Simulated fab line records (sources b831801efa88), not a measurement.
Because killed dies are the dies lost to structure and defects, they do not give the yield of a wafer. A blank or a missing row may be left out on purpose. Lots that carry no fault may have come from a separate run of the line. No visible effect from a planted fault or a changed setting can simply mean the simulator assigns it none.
The same fault as seen by 2 desks + flow gf180mcu + only its own numbers are on each desk; what lay behind them is given at the end

== TOOL OWNER'S DESK, plasma_asher-03 ==
The tool's own readings at GF_VT_IMPLANT_STRIP_20 (strips in O2/N2): means of the sampled wafers that have a number, for each lot that ran on this tool. Any lot whose mean is over 4 standard deviations away from the usual mean is out of limits and marked OUT; that distance is given in the brackets.
Columns: A = chamber_pressure_mTorr at GF_VT_IMPLANT_STRIP_20, usual 1500.1 mTorr; B = drypump_motor_current_A at GF_VT_IMPLANT_STRIP_20, usual 5.9 A; C = heater_power_w at GF_VT_IMPLANT_STRIP_20, usual 320 W; D = oes_product_au at GF_VT_IMPLANT_STRIP_20, usual 0.716 a.u.; E = strip_time_to_endpoint_s at GF_VT_IMPLANT_STRIP_20, usual 12.64 s
| lot  | first seen here | A      | B   | C   | D     | E     |
|------|-----------------|--------|-----|-----|-------|-------|
| L300 | day 7 05:50     | 1500.7 | 6.4 | 328 | 0.716 | 12.64 |
| L306 | day 8 23:28     | 1500.7 | 6.4 | 326 | 0.716 | 12.62 |
| L310 | day 9 23:11     | 1498.5 | 6.4 | 325 | 0.712 | 12.63 |
| L317 | day 11 20:11    | 1499.4 | 6.3 | 287 | 0.718 | 12.67 |
| L319 | day 12 12:20    | 1500.2 | 6.4 | 324 | 0.714 | 12.67 |
This desk's finding: nothing out of limits on any of the 5 lots.

== THE METROLOGY DESK ==
What the gauges read, lot by lot, whatever tool the lot ran on: means of the sampled wafers that have a number. Any lot whose mean is over 4 standard deviations away from the usual mean is out of limits and marked OUT; that distance is given in the brackets.
Columns: A = M4_OVL at GF_M4_OVL_MEAS_15, usual 0 nm
| lot  | first seen here | A   |
|------|-----------------|-----|
| L297 | day 23 19:45    | 2   |
| L299 | day 24 10:23    | 5   |
| L300 | day 24 19:18    | -3  |
| L302 | day 25 10:36    | -4  |
| L303 | day 25 22:10    | -1  |
| L306 | day 26 22:01    | -3  |
| L308 | day 27 10:55    | 2   |
| L309 | day 27 20:01    | -2  |
| L310 | day 27 23:34    | -3  |
| L312 | day 28 14:36    | 9   |
| L317 | day 30 01:51    | -11 |
| L318 | day 30 07:31    | 1   |
| L319 | day 30 14:51    | 7   |
This desk's finding: nothing out of limits on any of the 13 lots.

== TAKEN TOGETHER ==
Nothing out of limits was seen by the tool owner's desk.
Metrology desk: nothing out of limits seen.

== WHAT THE SIMULATOR PUT IN ==
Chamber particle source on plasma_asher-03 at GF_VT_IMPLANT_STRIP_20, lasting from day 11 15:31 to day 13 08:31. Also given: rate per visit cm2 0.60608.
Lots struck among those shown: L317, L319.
